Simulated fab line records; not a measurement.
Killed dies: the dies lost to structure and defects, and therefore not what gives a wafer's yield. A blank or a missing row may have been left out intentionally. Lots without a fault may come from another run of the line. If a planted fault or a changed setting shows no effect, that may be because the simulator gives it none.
fab line records / flow sky130
[record] lots = 6 wafers = 18 lastDay = 50
route steps=708 shown VIA3@590 METAL4@598 CAP2M@603 PAD_OPEN@708
lots with no fault: from the same line, run without faults
startH: hours from the record's first day to the start of the lot's first wafer shown / waitH: time in hours since the lot's previous step / " as in the row above / L1.1+2: several wafers, shown together as one row / - no value present, or no start provided / * or withheld: withheld / < > ~ a bound
route shown NAME@n: a module of which the file shows steps, and the number in the route of the first / usual: average and standard deviation across the fault-free wafers / same: alike in all rows / chamber/n: place in a boat / sites: per-site readings / _std_site: standard deviation across them / _edge_site: mean of outer sites minus mean of inner sites / radiusMm: how far each site lies from the wafer's centre / mask NAME#n: copy n / behind: the most recent tool/chamber to have shaped the wafer / hold: why the lot went on hold/how many hours it stayed there/how the hold came to an end / device: which transistor (n, p or np) failed to switch / end of line: the tests these same wafers got at the end of their route / a step without rows: its recipe alone / killed: not the wafer's yield, but the dies lost to structure and defects at the first sort / map: dies across one wafer; x = killed, . = not, _ = none there
set.NAME: the setting that was run; set.NAME@STEP: the one run at that earlier step / model.NAME: the simulator's own value behind a step, which no gauge read
lots seen at some steps along the route; tables by step, rows by wafer
services: the hour from which a tool's chamber was out of use, counted from the record's first day as startH (under 0 if before that day), plus the number of hours and why
[[steps]]
[step SKY_VIA3_STRIP_17]
[recipe] chemistry = postEtchResidueRemover timeS = 1200 tempC = 72.5
[step SKY_VIA3_CLEAN_18]
[recipe] chemistry = IPA timeS = 180 tempC = 25
[step SKY_VIA3_CLEAN_19]
[recipe] chemistry = O3/DIW dry = n2Spin
[step SKY_VIA3_SPUTTER_20]
[recipe] material = TiN targetThkNm = 20 chamberPressurePa = 5 powerW = 4000 timeS = 80
[usual] cathodeDcPowerW = 4000.0/0.73 throttleValvePct = 30.5/0.94
lot.wafer=L230.1 tool=pvdSputter-04 chamber=- startH=970.05 waitH=0.0 cathodeDcPowerW=3998.5 throttleValvePct=32.0
lot.wafer=L230.2 tool=pvdSputter-04 chamber=- startH=970.05 waitH=0.0 cathodeDcPowerW=3998.7 throttleValvePct=31.4
lot.wafer=L230.4 tool=pvdSputter-04 chamber=- startH=970.05 waitH=0.0 cathodeDcPowerW=3999.2 throttleValvePct=31.4
lot.wafer=L232.3 tool=pvdSputter-04 chamber=- startH=980.84 waitH=0.0 cathodeDcPowerW=3999.6 throttleValvePct=31.4
lot.wafer=L232.4 tool=pvdSputter-04 chamber=- startH=980.84 waitH=0.0 cathodeDcPowerW=4001.0 throttleValvePct=29.9
lot.wafer=L232.6 tool=pvdSputter-04 chamber=- startH=980.84 waitH=0.0 cathodeDcPowerW=3998.9 throttleValvePct=31.6
lot.wafer=L240.1 tool=pvdSputter-01 chamber=- startH=1031.89 waitH=0.0 cathodeDcPowerW=4001.2 throttleValvePct=28.9
lot.wafer=L240.4 tool=pvdSputter-01 chamber=- startH=1031.89 waitH=0.0 cathodeDcPowerW=3999.9 throttleValvePct=30.8
lot.wafer=L240.5 tool=pvdSputter-01 chamber=- startH=1031.89 waitH=0.0 cathodeDcPowerW=4000.1 throttleValvePct=30.1
lot.wafer=L242.3 tool=pvdSputter-03 chamber=- startH=1041.56 waitH=0.0 cathodeDcPowerW=3999.0 throttleValvePct=29.5
lot.wafer=L242.5 tool=pvdSputter-03 chamber=- startH=1041.56 waitH=0.0 cathodeDcPowerW=4000.7 throttleValvePct=30.1
lot.wafer=L242.6 tool=pvdSputter-03 chamber=- startH=1041.56 waitH=0.0 cathodeDcPowerW=3999.7 throttleValvePct=29.6
lot.wafer=L245.1 tool=pvdSputter-01 chamber=- startH=1055.72 waitH=0.0 cathodeDcPowerW=4000.7 throttleValvePct=29.2
lot.wafer=L245.2 tool=pvdSputter-01 chamber=- startH=1055.72 waitH=0.0 cathodeDcPowerW=4000.3 throttleValvePct=30.3
lot.wafer=L245.6 tool=pvdSputter-01 chamber=- startH=1055.72 waitH=0.0 cathodeDcPowerW=3998.9 throttleValvePct=30.9
lot.wafer=L248.1 tool=pvdSputter-03 chamber=- startH=1086.46 waitH=0.0 cathodeDcPowerW=3999.8 throttleValvePct=29.6
lot.wafer=L248.3 tool=pvdSputter-03 chamber=- startH=1086.46 waitH=0.0 cathodeDcPowerW=4000.1 throttleValvePct=30.2
lot.wafer=L248.4 tool=pvdSputter-03 chamber=- startH=1086.46 waitH=0.0 cathodeDcPowerW=4000.7 throttleValvePct=30.4
[step SKY_VIA3_CVD_21]
[recipe] material = W targetThkNm = 390 timeS = 117.31 tempC = 400 pressureTorr = 40
[usual] heaterPowerW = 762/88
lot.wafer=L230.1 tool=cvdW-02 chamber=0 startH=970.11 waitH=0.0 heaterPowerW=726
lot.wafer=L230.2 tool=cvdW-02 chamber=1 startH=970.11 waitH=0.0 heaterPowerW=732
lot.wafer=L230.4 tool=cvdW-02 chamber=0 startH=970.11 waitH=0.0 heaterPowerW=727
lot.wafer=L232.3 tool=cvdW-01 chamber=0 startH=980.95 waitH=0.1 heaterPowerW=662
lot.wafer=L232.4 tool=cvdW-01 chamber=1 startH=980.95 waitH=0.1 heaterPowerW=903
lot.wafer=L232.6 tool=cvdW-01 chamber=0 startH=980.95 waitH=0.1 heaterPowerW=664
lot.wafer=L240.1 tool=cvdW-01 chamber=0 startH=1031.96 waitH=0.0 heaterPowerW=678
lot.wafer=L240.4 tool=cvdW-01 chamber=0 startH=1031.96 waitH=0.0 heaterPowerW=675
lot.wafer=L240.5 tool=cvdW-01 chamber=1 startH=1031.96 waitH=0.0 heaterPowerW=905
lot.wafer=L242.3 tool=cvdW-02 chamber=0 startH=1041.67 waitH=0.1 heaterPowerW=732
lot.wafer=L242.5 tool=cvdW-02 chamber=0 startH=1041.67 waitH=0.1 heaterPowerW=734
lot.wafer=L242.6 tool=cvdW-02 chamber=1 startH=1041.67 waitH=0.1 heaterPowerW=757
lot.wafer=L245.1 tool=cvdW-01 chamber=0 startH=1055.78 waitH=0.0 heaterPowerW=675
lot.wafer=L245.2 tool=cvdW-01 chamber=1 startH=1055.78 waitH=0.0 heaterPowerW=894
lot.wafer=L245.6 tool=cvdW-01 chamber=0 startH=1055.78 waitH=0.0 heaterPowerW=673
lot.wafer=L248.1 tool=cvdW-01 chamber=0 startH=1086.52 waitH=0.0 heaterPowerW=668
lot.wafer=L248.3 tool=cvdW-01 chamber=0 startH=1086.52 waitH=0.0 heaterPowerW=675
lot.wafer=L248.4 tool=cvdW-01 chamber=1 startH=1086.52 waitH=0.0 heaterPowerW=910
[step SKY_VIA3_RS_MEAS_22]
[recipe] thkMeasGauge = four-point-probe reads = W_of_VIA3_CVD_21+TiN_of_VIA3_SPUTTER_20
[usual] VIA3_W_RS = 0.297/0.0043
lot.wafer=L230.1 tool=filmMetro-02 chamber=- startH=970.24 waitH=0.1 VIA3_W_RS[ohm/sq]=0.292
lot.wafer=L230.2 tool=filmMetro-02 chamber=- startH=970.24 waitH=0.1 VIA3_W_RS[ohm/sq]=0.288
lot.wafer=L230.4 tool=filmMetro-02 chamber=- startH=970.24 waitH=0.1 VIA3_W_RS[ohm/sq]=0.291
lot.wafer=L232.3 tool=filmMetro-02 chamber=- startH=981.07 waitH=0.1 VIA3_W_RS[ohm/sq]=0.297
lot.wafer=L232.4 tool=filmMetro-02 chamber=- startH=981.07 waitH=0.1 VIA3_W_RS[ohm/sq]=0.300
lot.wafer=L232.6 tool=filmMetro-02 chamber=- startH=981.07 waitH=0.1 VIA3_W_RS[ohm/sq]=0.297
lot.wafer=L240.1 tool=filmMetro-02 chamber=- startH=1032.08 waitH=0.1 VIA3_W_RS[ohm/sq]=0.295
lot.wafer=L240.4 tool=filmMetro-02 chamber=- startH=1032.08 waitH=0.1 VIA3_W_RS[ohm/sq]=0.299
lot.wafer=L240.5 tool=filmMetro-02 chamber=- startH=1032.08 waitH=0.1 VIA3_W_RS[ohm/sq]=0.300
lot.wafer=L242.3 tool=filmMetro-04 chamber=- startH=1041.79 waitH=0.1 VIA3_W_RS[ohm/sq]=0.294
lot.wafer=L242.5 tool=filmMetro-04 chamber=- startH=1041.79 waitH=0.1 VIA3_W_RS[ohm/sq]=0.294
lot.wafer=L242.6 tool=filmMetro-04 chamber=- startH=1041.79 waitH=0.1 VIA3_W_RS[ohm/sq]=0.294
lot.wafer=L245.1 tool=filmMetro-01 chamber=- startH=1055.90 waitH=0.1 VIA3_W_RS[ohm/sq]=0.294
lot.wafer=L245.2 tool=filmMetro-01 chamber=- startH=1055.90 waitH=0.1 VIA3_W_RS[ohm/sq]=0.299
lot.wafer=L245.6 tool=filmMetro-01 chamber=- startH=1055.90 waitH=0.1 VIA3_W_RS[ohm/sq]=0.295
lot.wafer=L248.1 tool=filmMetro-02 chamber=- startH=1086.65 waitH=0.1 VIA3_W_RS[ohm/sq]=0.298
lot.wafer=L248.3 tool=filmMetro-02 chamber=- startH=1086.65 waitH=0.1 VIA3_W_RS[ohm/sq]=0.299
lot.wafer=L248.4 tool=filmMetro-02 chamber=- startH=1086.65 waitH=0.1 VIA3_W_RS[ohm/sq]=0.300
[step SKY_VIA3_THK_MEAS_23]
[recipe] thkMeasGauge = xrf reads = W_of_VIA3_CVD_21
[usual] VIA3_W_THK = 380/6.3
lot.wafer=L230.1 tool=filmMetro-02 chamber=- startH=970.36 waitH=0.1 VIA3_W_THK[nm]=393
lot.wafer=L230.2 tool=filmMetro-02 chamber=- startH=970.36 waitH=0.1 VIA3_W_THK[nm]=396
lot.wafer=L230.4 tool=filmMetro-02 chamber=- startH=970.36 waitH=0.1 VIA3_W_THK[nm]=395
lot.wafer=L232.3 tool=filmMetro-02 chamber=- startH=981.17 waitH=0.1 VIA3_W_THK[nm]=385
lot.wafer=L232.4 tool=filmMetro-02 chamber=- startH=981.17 waitH=0.1 VIA3_W_THK[nm]=381
lot.wafer=L232.6 tool=filmMetro-02 chamber=- startH=981.17 waitH=0.1 VIA3_W_THK[nm]=386
lot.wafer=L240.1 tool=filmMetro-02 chamber=- startH=1032.20 waitH=0.1 VIA3_W_THK[nm]=385
lot.wafer=L240.4 tool=filmMetro-02 chamber=- startH=1032.20 waitH=0.1 VIA3_W_THK[nm]=382
lot.wafer=L240.5 tool=filmMetro-02 chamber=- startH=1032.20 waitH=0.1 VIA3_W_THK[nm]=380
lot.wafer=L242.3 tool=filmMetro-04 chamber=- startH=1041.89 waitH=0.1 VIA3_W_THK[nm]=381
lot.wafer=L242.5 tool=filmMetro-04 chamber=- startH=1041.89 waitH=0.1 VIA3_W_THK[nm]=384
lot.wafer=L242.6 tool=filmMetro-04 chamber=- startH=1041.89 waitH=0.1 VIA3_W_THK[nm]=381
lot.wafer=L245.1 tool=filmMetro-01 chamber=- startH=1056.02 waitH=0.1 VIA3_W_THK[nm]=383
lot.wafer=L245.2 tool=filmMetro-01 chamber=- startH=1056.02 waitH=0.1 VIA3_W_THK[nm]=377
lot.wafer=L245.6 tool=filmMetro-01 chamber=- startH=1056.02 waitH=0.1 VIA3_W_THK[nm]=381
lot.wafer=L248.1 tool=filmMetro-02 chamber=- startH=1086.77 waitH=0.1 VIA3_W_THK[nm]=378
lot.wafer=L248.3 tool=filmMetro-02 chamber=- startH=1086.77 waitH=0.1 VIA3_W_THK[nm]=376
lot.wafer=L248.4 tool=filmMetro-02 chamber=- startH=1086.77 waitH=0.1 VIA3_W_THK[nm]=376
[step SKY_VIA3_CMP_24]
[recipe] stopOn = SiO2 tOverpolishS = 20 downForcePsi = 3.5 platenRpm = 60 targetThkNm = 0 padVelocityMS = 0.94248
[step SKY_METAL4_SPUTTER_00]
[recipe] material = Ti targetThkNm = 15 powerW = 3000 timeS = 10 chamberPressurePa = 0.4
[usual] cathodeDcPowerW = 3000.0/0.59 throttleValvePct = 30.5/1.1
lot.wafer=L230.1 tool=pvdSputter-02 chamber=- startH=970.72 waitH=0.1 cathodeDcPowerW=3000.1 throttleValvePct=29.7
lot.wafer=L230.2 tool=pvdSputter-02 chamber=- startH=970.72 waitH=0.1 cathodeDcPowerW=2999.5 throttleValvePct=29.9
lot.wafer=L230.4 tool=pvdSputter-02 chamber=- startH=970.72 waitH=0.1 cathodeDcPowerW=2999.8 throttleValvePct=32.3
lot.wafer=L232.3 tool=pvdSputter-04 chamber=- startH=981.51 waitH=0.1 cathodeDcPowerW=3000.3 throttleValvePct=32.3
lot.wafer=L232.4 tool=pvdSputter-04 chamber=- startH=981.51 waitH=0.1 cathodeDcPowerW=2999.6 throttleValvePct=29.8
lot.wafer=L232.6 tool=pvdSputter-04 chamber=- startH=981.51 waitH=0.1 cathodeDcPowerW=2999.7 throttleValvePct=31.4
lot.wafer=L240.1 tool=pvdSputter-01 chamber=- startH=1032.63 waitH=0.2 cathodeDcPowerW=2999.4 throttleValvePct=30.0
lot.wafer=L240.4 tool=pvdSputter-01 chamber=- startH=1032.63 waitH=0.2 cathodeDcPowerW=3001.1 throttleValvePct=30.3
lot.wafer=L240.5 tool=pvdSputter-01 chamber=- startH=1032.63 waitH=0.2 cathodeDcPowerW=2999.1 throttleValvePct=30.9
lot.wafer=L242.3 tool=pvdSputter-01 chamber=- startH=1042.23 waitH=0.2 cathodeDcPowerW=3000.5 throttleValvePct=31.1
lot.wafer=L242.5 tool=pvdSputter-01 chamber=- startH=1042.23 waitH=0.2 cathodeDcPowerW=3000.1 throttleValvePct=31.1
lot.wafer=L242.6 tool=pvdSputter-01 chamber=- startH=1042.23 waitH=0.2 cathodeDcPowerW=2999.2 throttleValvePct=30.2
lot.wafer=L245.1 tool=pvdSputter-02 chamber=- startH=1056.38 waitH=0.1 cathodeDcPowerW=3000.8 throttleValvePct=29.0
lot.wafer=L245.2 tool=pvdSputter-02 chamber=- startH=1056.38 waitH=0.1 cathodeDcPowerW=3000.6 throttleValvePct=29.9
lot.wafer=L245.6 tool=pvdSputter-02 chamber=- startH=1056.38 waitH=0.1 cathodeDcPowerW=2999.7 throttleValvePct=29.8
lot.wafer=L248.1 tool=pvdSputter-02 chamber=- startH=1087.15 waitH=0.2 cathodeDcPowerW=3000.0 throttleValvePct=29.5
lot.wafer=L248.3 tool=pvdSputter-02 chamber=- startH=1087.15 waitH=0.2 cathodeDcPowerW=2999.9 throttleValvePct=32.3
lot.wafer=L248.4 tool=pvdSputter-02 chamber=- startH=1087.15 waitH=0.2 cathodeDcPowerW=2999.5 throttleValvePct=29.7
[step SKY_METAL4_SPUTTER_01]
[recipe] material = TiN targetThkNm = 20 powerW = 6500 timeS = 16.7 chamberPressurePa = 0.4
[step SKY_METAL4_SPUTTER_02]
[recipe] material = AlCu targetThkNm = 735 powerW = 10600 timeS = 39.1 chamberPressurePa = 0.4
[step SKY_METAL4_SPUTTER_03]
[recipe] material = Ti targetThkNm = 5 powerW = 3000 timeS = 3.3 chamberPressurePa = 0.4
[usual] cathodeDcPowerW = 3000.0/0.56 throttleValvePct = 30.5/1.1
lot.wafer=L230.1 tool=pvdSputter-02 chamber=- startH=970.80 waitH=0.0 cathodeDcPowerW=3000.2 throttleValvePct=29.6
lot.wafer=L230.2 tool=pvdSputter-02 chamber=- startH=970.80 waitH=0.0 cathodeDcPowerW=3001.0 throttleValvePct=29.7
lot.wafer=L230.4 tool=pvdSputter-02 chamber=- startH=970.80 waitH=0.0 cathodeDcPowerW=2999.9 throttleValvePct=32.3
lot.wafer=L232.3 tool=pvdSputter-04 chamber=- startH=981.60 waitH=0.0 cathodeDcPowerW=2999.2 throttleValvePct=32.3
lot.wafer=L232.4 tool=pvdSputter-04 chamber=- startH=981.60 waitH=0.0 cathodeDcPowerW=3000.4 throttleValvePct=30.0
lot.wafer=L232.6 tool=pvdSputter-04 chamber=- startH=981.60 waitH=0.0 cathodeDcPowerW=3000.2 throttleValvePct=31.6
lot.wafer=L240.1 tool=pvdSputter-01 chamber=- startH=1032.72 waitH=0.0 cathodeDcPowerW=2999.3 throttleValvePct=30.0
lot.wafer=L240.4 tool=pvdSputter-01 chamber=- startH=1032.72 waitH=0.0 cathodeDcPowerW=2999.8 throttleValvePct=30.0
lot.wafer=L240.5 tool=pvdSputter-01 chamber=- startH=1032.72 waitH=0.0 cathodeDcPowerW=2999.8 throttleValvePct=31.3
lot.wafer=L242.3 tool=pvdSputter-01 chamber=- startH=1042.31 waitH=0.0 cathodeDcPowerW=3000.1 throttleValvePct=31.1
lot.wafer=L242.5 tool=pvdSputter-01 chamber=- startH=1042.31 waitH=0.0 cathodeDcPowerW=2999.6 throttleValvePct=31.0
lot.wafer=L242.6 tool=pvdSputter-01 chamber=- startH=1042.31 waitH=0.0 cathodeDcPowerW=2999.8 throttleValvePct=30.2
lot.wafer=L245.1 tool=pvdSputter-02 chamber=- startH=1056.47 waitH=0.0 cathodeDcPowerW=2999.3 throttleValvePct=29.1
lot.wafer=L245.2 tool=pvdSputter-02 chamber=- startH=1056.47 waitH=0.0 cathodeDcPowerW=3000.3 throttleValvePct=29.6
lot.wafer=L245.6 tool=pvdSputter-02 chamber=- startH=1056.47 waitH=0.0 cathodeDcPowerW=2998.9 throttleValvePct=29.6
lot.wafer=L248.1 tool=pvdSputter-02 chamber=- startH=1087.24 waitH=0.0 cathodeDcPowerW=3000.5 throttleValvePct=29.7
lot.wafer=L248.3 tool=pvdSputter-02 chamber=- startH=1087.24 waitH=0.0 cathodeDcPowerW=2999.6 throttleValvePct=32.3
lot.wafer=L248.4 tool=pvdSputter-02 chamber=- startH=1087.24 waitH=0.0 cathodeDcPowerW=2999.2 throttleValvePct=29.6
[step SKY_METAL4_SPUTTER_04]
[recipe] material = TiN targetThkNm = 70 powerW = 6500 timeS = 58.3 chamberPressurePa = 0.4
[usual] cathodeDcPowerW = 6499.9/1.1 throttleValvePct = 30.5/1.1
lot.wafer=L230.1 tool=pvdSputter-02 chamber=- startH=970.82 waitH=0.0 cathodeDcPowerW=6502.1 throttleValvePct=29.6 model.TiN_of_METAL4_SPUTTER_04.thkNm=70.54
lot.wafer=L230.2 tool=pvdSputter-02 chamber=- startH=970.82 waitH=0.0 cathodeDcPowerW=6500.9 throttleValvePct=29.8 model.TiN_of_METAL4_SPUTTER_04.thkNm=71.09
lot.wafer=L230.4 tool=pvdSputter-02 chamber=- startH=970.82 waitH=0.0 cathodeDcPowerW=6499.8 throttleValvePct=32.4 model.TiN_of_METAL4_SPUTTER_04.thkNm=70.47
lot.wafer=L232.3 tool=pvdSputter-04 chamber=- startH=981.61 waitH=0.0 cathodeDcPowerW=6501.7 throttleValvePct=32.5 model.TiN_of_METAL4_SPUTTER_04.thkNm=70.41
lot.wafer=L232.4 tool=pvdSputter-04 chamber=- startH=981.61 waitH=0.0 cathodeDcPowerW=6500.3 throttleValvePct=30.1 model.TiN_of_METAL4_SPUTTER_04.thkNm=71.03
lot.wafer=L232.6 tool=pvdSputter-04 chamber=- startH=981.61 waitH=0.0 cathodeDcPowerW=6498.9 throttleValvePct=31.8 model.TiN_of_METAL4_SPUTTER_04.thkNm=71.51
lot.wafer=L240.1 tool=pvdSputter-01 chamber=- startH=1032.74 waitH=0.0 cathodeDcPowerW=5911.4 throttleValvePct=30.3 model.TiN_of_METAL4_SPUTTER_04.thkNm=62.8
lot.wafer=L240.4 tool=pvdSputter-01 chamber=- startH=1032.74 waitH=0.0 cathodeDcPowerW=5912.5 throttleValvePct=30.2 model.TiN_of_METAL4_SPUTTER_04.thkNm=63.78
lot.wafer=L240.5 tool=pvdSputter-01 chamber=- startH=1032.74 waitH=0.0 cathodeDcPowerW=5911.9 throttleValvePct=31.0 model.TiN_of_METAL4_SPUTTER_04.thkNm=63.51
lot.wafer=L242.3 tool=pvdSputter-01 chamber=- startH=1042.33 waitH=0.0 cathodeDcPowerW=5911.8 throttleValvePct=31.1 model.TiN_of_METAL4_SPUTTER_04.thkNm=62.71
lot.wafer=L242.5 tool=pvdSputter-01 chamber=- startH=1042.33 waitH=0.0 cathodeDcPowerW=5913.3 throttleValvePct=30.9 model.TiN_of_METAL4_SPUTTER_04.thkNm=62.86
lot.wafer=L242.6 tool=pvdSputter-01 chamber=- startH=1042.33 waitH=0.0 cathodeDcPowerW=5912.2 throttleValvePct=30.3 model.TiN_of_METAL4_SPUTTER_04.thkNm=62.16
lot.wafer=L245.1 tool=pvdSputter-02 chamber=- startH=1056.49 waitH=0.0 cathodeDcPowerW=6499.8 throttleValvePct=29.4 model.TiN_of_METAL4_SPUTTER_04.thkNm=70.42
lot.wafer=L245.2 tool=pvdSputter-02 chamber=- startH=1056.49 waitH=0.0 cathodeDcPowerW=6499.8 throttleValvePct=29.5 model.TiN_of_METAL4_SPUTTER_04.thkNm=71.31
lot.wafer=L245.6 tool=pvdSputter-02 chamber=- startH=1056.49 waitH=0.0 cathodeDcPowerW=6499.8 throttleValvePct=29.8 model.TiN_of_METAL4_SPUTTER_04.thkNm=70.55
lot.wafer=L248.1 tool=pvdSputter-02 chamber=- startH=1087.25 waitH=0.0 cathodeDcPowerW=6499.9 throttleValvePct=29.5 model.TiN_of_METAL4_SPUTTER_04.thkNm=69.14
lot.wafer=L248.3 tool=pvdSputter-02 chamber=- startH=1087.25 waitH=0.0 cathodeDcPowerW=6497.9 throttleValvePct=32.2 model.TiN_of_METAL4_SPUTTER_04.thkNm=69.22
lot.wafer=L248.4 tool=pvdSputter-02 chamber=- startH=1087.25 waitH=0.0 cathodeDcPowerW=6500.4 throttleValvePct=29.7 model.TiN_of_METAL4_SPUTTER_04.thkNm=69.36
[step SKY_CAP2M_CVD_00]
[recipe] material = SiO2 targetThkNm = 15.5 tempC = 400 timeS = withheld rfW = 450
[usual] heaterPowerW = 716/99
lot.wafer=L230.1 tool=pecvd-03 chamber=0 startH=970.87 waitH=0.0 heaterPowerW=660
lot.wafer=L230.2 tool=pecvd-03 chamber=1 startH=970.87 waitH=0.0 heaterPowerW=908
lot.wafer=L230.4 tool=pecvd-03 chamber=1 startH=970.87 waitH=0.0 heaterPowerW=722
lot.wafer=L232.3 tool=pecvd-01 chamber=0 startH=981.66 waitH=0.0 heaterPowerW=570
lot.wafer=L232.4 tool=pecvd-01 chamber=1 startH=981.66 waitH=0.0 heaterPowerW=646
lot.wafer=L232.6 tool=pecvd-01 chamber=0 startH=981.66 waitH=0.0 heaterPowerW=575
lot.wafer=L240.1 tool=pecvd-04 chamber=1 startH=1032.79 waitH=0.0 heaterPowerW=552
lot.wafer=L240.4 tool=pecvd-04 chamber=1 startH=1032.79 waitH=0.0 heaterPowerW=551
lot.wafer=L240.5 tool=pecvd-04 chamber=0 startH=1032.79 waitH=0.0 heaterPowerW=916
lot.wafer=L242.3 tool=pecvd-01 chamber=0 startH=1042.38 waitH=0.0 heaterPowerW=527
lot.wafer=L242.5 tool=pecvd-01 chamber=0 startH=1042.38 waitH=0.0 heaterPowerW=522
lot.wafer=L242.6 tool=pecvd-01 chamber=2 startH=1042.38 waitH=0.0 heaterPowerW=773
lot.wafer=L245.1 tool=pecvd-04 chamber=1 startH=1056.53 waitH=0.0 heaterPowerW=568
lot.wafer=L245.2 tool=pecvd-04 chamber=2 startH=1056.53 waitH=0.0 heaterPowerW=648
lot.wafer=L245.6 tool=pecvd-04 chamber=1 startH=1056.53 waitH=0.0 heaterPowerW=569
lot.wafer=L248.1 tool=pecvd-03 chamber=1 startH=1087.30 waitH=0.0 heaterPowerW=792
lot.wafer=L248.3 tool=pecvd-03 chamber=0 startH=1087.30 waitH=0.0 heaterPowerW=721
lot.wafer=L248.4 tool=pecvd-03 chamber=1 startH=1087.30 waitH=0.0 heaterPowerW=786
[step SKY_PAD_OPEN_PROBE_99]
[usual] defectLimitedYield = 82.4/1.9 killed_at_M0_to_M3 = 44/7.1 killed_at_M4_up = 3.5/2 killedAtContacts = 24/5.3 killedAtFrontEnd = 15/4.8 killedAtOther = 0.1/0.35 killedDies = 86/9.3 killedOpen = 47/7.8 killedShort = 39/5.9 sort_bin_3_pad_short = 0.8/0.42 sort_bin_5_function = 10.3/1.4 sort_bin_6_memory = 6.4/1.1 sortNPass = 406/9.3 sortYieldPct = 82.4/1.9
[same] grossDies = 492 killedAtBackSide = 0 sort_bin_4_leakage[%] = 0 sort_bin_8_speed[%] = 0
lot.wafer=L242.3 tool=prober-02 chamber=- startH=1169.81 waitH=0.2 defectLimitedYield[%]=84.6 killed_at_M0_to_M3=35 killed_at_M4_up=5 killedAtContacts=23 killedAtFrontEnd=12 killedAtOther=1 killedDies=76 killedOpen=44 killedShort=32 sort_bin_3_pad_short[%]=0.8 sort_bin_5_function[%]=9.8 sort_bin_6_memory[%]=4.9 sortNPass=416 sortYieldPct[%]=84.6
lot.wafer=L242.5 tool=prober-02 chamber=- startH=1169.91 waitH=0.2 defectLimitedYield[%]=86.6 killed_at_M0_to_M3=32 killed_at_M4_up=5 killedAtContacts=14 killedAtFrontEnd=14 killedAtOther=1 killedDies=66 killedOpen=33 killedShort=33 sort_bin_3_pad_short[%]=0.4 sort_bin_5_function[%]=8.3 sort_bin_6_memory[%]=4.7 sortNPass=426 sortYieldPct[%]=86.6
lot.wafer=L242.6 tool=prober-02 chamber=- startH=1169.96 waitH=0.2 defectLimitedYield[%]=83.7 killed_at_M0_to_M3=36 killed_at_M4_up=2 killedAtContacts=28 killedAtFrontEnd=14 killedAtOther=0 killedDies=80 killedOpen=47 killedShort=33 sort_bin_3_pad_short[%]=0.4 sort_bin_5_function[%]=10.0 sort_bin_6_memory[%]=5.9 sortNPass=412 sortYieldPct[%]=83.7
// killed by level:class
L242.3 LI_CONTACT:geometricParticle:open=11 VIA2:geometricParticle:open=6 FIELD_ISO:geometricParticle:open=5 VIA3:geometricParticle:open=5 CONTACT:geometricParticle:short=5 VIA1:geometricParticle:open=5 METAL2:geometricParticle:short=4 VIA3:geometricParticle:short=4
L242.5 CONTACT:geometricParticle:open=8 VIA1:geometricParticle:open=7 VIA2:geometricParticle:open=6 FIELD_ISO:geometricParticle:short=5 VIA2:geometricParticle:short=4 METAL4:geometricParticle:short=4 SPACER:geometricParticle:open=3 VIA3:geometricParticle:open=3
L242.6 LI_CONTACT:geometricParticle:open=9 VIA1:geometricParticle:open=9 CONTACT:geometricParticle:open=8 CONTACT:geometricParticle:short=6 METAL2:geometricParticle:short=6 VIA2:geometricParticle:open=5 FIELD_ISO:geometricParticle:short=4 FIELD_ISO:geometricParticle:open=4
[[services]]
tool=cvdW-02 chamber=- startH=946.42 hours=6.0 kind=pm
tool=pecvd-03 chamber=2 startH=955.96 hours=5.5 kind=scheduledDown
tool=cvdW-01 chamber=0 startH=961.19 hours=3.1 kind=repair
tool=pecvd-04 chamber=- startH=968.15 hours=6.0 kind=pm
tool=pvdSputter-02 chamber=1 startH=970.87 hours=- kind=consumableReplace:kit
tool=pvdSputter-02 chamber=1 startH=970.87 hours=18.0 kind=scheduledDown
tool=pvdSputter-02 chamber=1 startH=970.87 hours=18.0 kind=ventCycle
tool=pvdSputter-01 chamber=- startH=974.30 hours=11.3 kind=repair
tool=pvdSputter-03 chamber=- startH=989.84 hours=2.7 kind=repair
tool=pecvd-01 chamber=1 startH=999.38 hours=- kind=clean
tool=pecvd-01 chamber=1 startH=999.38 hours=- kind=consumableReplace:showerhead
tool=pecvd-01 chamber=- startH=1016.34 hours=4.3 kind=pm
tool=pvdSputter-04 chamber=3 startH=1016.52 hours=- kind=consumableReplace:kit
tool=pvdSputter-04 chamber=3 startH=1016.52 hours=18.0 kind=scheduledDown
tool=pvdSputter-04 chamber=3 startH=1016.52 hours=18.0 kind=ventCycle
tool=pecvd-03 chamber=- startH=1033.00 hours=1.7 kind=repair
tool=pvdSputter-04 chamber=- startH=1037.28 hours=1.0 kind=repair
tool=pvdSputter-02 chamber=- startH=1067.28 hours=1.7 kind=repair
tool=pvdSputter-01 chamber=- startH=1069.32 hours=1.1 kind=repair
tool=cvdW-02 chamber=0 startH=1069.57 hours=4.7 kind=repair
tool=pvdSputter-02 chamber=0 startH=1074.42 hours=- kind=consumableReplace:kit
tool=pvdSputter-02 chamber=0 startH=1074.42 hours=18.0 kind=scheduledDown
tool=pvdSputter-02 chamber=0 startH=1074.42 hours=18.0 kind=ventCycle
tool=pecvd-03 chamber=- startH=1082.07 hours=0.7 kind=repair
[[key]]
[firstSign] step = SKY_METAL4_SPUTTER_04 reading = cathodeDcPowerW direction = down sigmas = 99+ usual = 6499.9 struck = 5912.2
effect none on later readings
[modelEffect] step = SKY_METAL4_SPUTTER_04 value = TiN_of_METAL4_SPUTTER_04.thkNm without = 69.3 struck = 62.97
metAt SKY_METAL4_SPUTTER_04
struckWafers L240.1,L240.4,L240.5,L242.3,L242.5,L242.6
[fault] kind = processParameterDrift tool = pvdSputter-01 chamber = - onsetH = 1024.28 steps = SKY_METAL4_SPUTTER_04 channel = powerW offset = * shape = step endH = 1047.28 actsIn = * stated = *
